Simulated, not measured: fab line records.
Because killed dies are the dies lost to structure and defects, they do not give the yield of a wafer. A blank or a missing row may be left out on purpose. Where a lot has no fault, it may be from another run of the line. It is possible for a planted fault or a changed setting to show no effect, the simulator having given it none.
Problem report in the 8D (eight disciplines) form, filled by code | flow sky130 | the parts of the form that need people (team, actions taken, sign-off) are left out

1. PROBLEM STATEMENT
Wafers without a fault read 43, standard deviation 7.4; killed_at_M0_to_M3 at SKY_PAD_OPEN_PROBE_99 reads a mean of 194 on 2 wafers belonging to 2 lots. Measured from the usual mean, that is +20 standard deviations.
First observed at day 48 11:10: wafer L257.1, on prober-01. Wafers with a number at this step in the record: 18, from 6 lots. The rule behind "out" and "out of limits": a value lying over 4 standard deviations away from the usual mean. All remaining wafers that have a number are taken as sound.

2. WHAT THIS IS AND IS NOT
question                    | is                                                                                                                                        | is not
which readings at this step | killed_at_M0_to_M3, defect-limited-yield, killed-dies, killed-on-rim, sort_bin_5_function, sort_bin_6_memory, sort-n-pass, sort-yield-pct | killed_at_M4_up, killed-at-contacts, killed-at-front-end, killed-at-other, killed-open
which lots                  | L257, L258                                                                                                                                | L247, L250, L252, L254
which wafers of those lots  | L257.1, L258.1                                                                                                                            | L257.2, L257.3, L258.2, L258.6
read on which tools         | prober-01, prober-02                                                                                                                      | -
when                        | from day 48 11:10                                                                                                                         | up to then (12 sound wafers); but 4 sound wafers of L257, L258 came after

3. THE SUSPECTS, EACH WITH WHAT RULES IT OUT
Counting: a tool at a process step up to the reading stays a suspect if it ran every lot that is out. Sound lots after the first of them don't rule it out here, since some wafers of a struck lot are sound.
- cmp-01 at SKY_VIA2_CMP_24 (polishes, stops on SiO2, t overpolish 20 s, target thk 0 nm): kept. It processed each lot that is out (first: L257, day 39 17:46); up to then, its last sound lot is L254 (day 38 21:01).
- cmp-01 at SKY_VIA3_CMP_24 (polishes, stops on SiO2, t overpolish 20 s, target thk 0 nm): kept. It processed each lot that is out (first: L257, day 42 20:37); up to then, its last sound lot is L254 (day 42 01:43).
- At SKY_VIA2_CMP_24, inside cmp-01: chamber 0 took the wafers that are out, while their sound lot-mates went through chambers 1, 3.
After counting, cmp-01 at SKY_VIA2_CMP_24 and cmp-01 at SKY_VIA3_CMP_24 remain.

4. THE CAUSE (what the simulator had put in)
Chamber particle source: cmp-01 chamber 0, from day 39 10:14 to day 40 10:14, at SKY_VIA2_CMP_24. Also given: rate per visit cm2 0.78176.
After counting, 2 suspects remain, this tool included.

5. THE CHAIN OF EFFECTS, in route order
Each row: a reading where the mean over the struck wafers with a number is more than 3 standard deviations away from the usual. Scope: only readings with a usual standard deviation given in the record; hours: median across lots of the time from each lot's start at the first step in this table that gives one to its start at this step; sigmas: change in usual standard deviations.
hours | step                  | reading              | usual  | on struck wafers | change | sigmas
0     | SKY_PAD_OPEN_PROBE_99 | defect-limited-yield | 82.3 % | 54.2             | -28.1  | -13
0     | SKY_PAD_OPEN_PROBE_99 | killed_at_M0_to_M3   | 43     | 194              | +151   | +20
0     | SKY_PAD_OPEN_PROBE_99 | killed-dies          | 87     | 226              | +138   | +14
0     | SKY_PAD_OPEN_PROBE_99 | killed-on-rim        | 17     | 46               | +28    | +7.7
0     | SKY_PAD_OPEN_PROBE_99 | sort_bin_3_pad_short | 0.9 %  | 2.2              | +1.3   | +3.0
0     | SKY_PAD_OPEN_PROBE_99 | sort_bin_5_function  | 10.5 % | 29.0             | +18.5  | +12
0     | SKY_PAD_OPEN_PROBE_99 | sort_bin_6_memory    | 6.3 %  | 14.6             | +8.3   | +7.0
0     | SKY_PAD_OPEN_PROBE_99 | sort-n-pass          | 405    | 266              | -138   | -14
0     | SKY_PAD_OPEN_PROBE_99 | sort-yield-pct       | 82.3 % | 54.2             | -28.1  | -13
Its process steps:
- SKY_PAD_OPEN_PROBE_99

6. WHAT WOULD HAVE CAUGHT IT SOONER
In this record no reading fell out of limits until day 48 11:10, 217 hours after the fault had begun at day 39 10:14.
Tool readings at SKY_VIA2_CMP_24 with a usual standard deviation given in the record: none out on any struck wafer, hence no alarm at a limit of 4 standard deviations on them.
By day 48 11:10 the whole set of lots that are out, 2 in number, had already begun SKY_VIA2_CMP_24 on cmp-01. A hold on the tool at that time would have spared none of them.
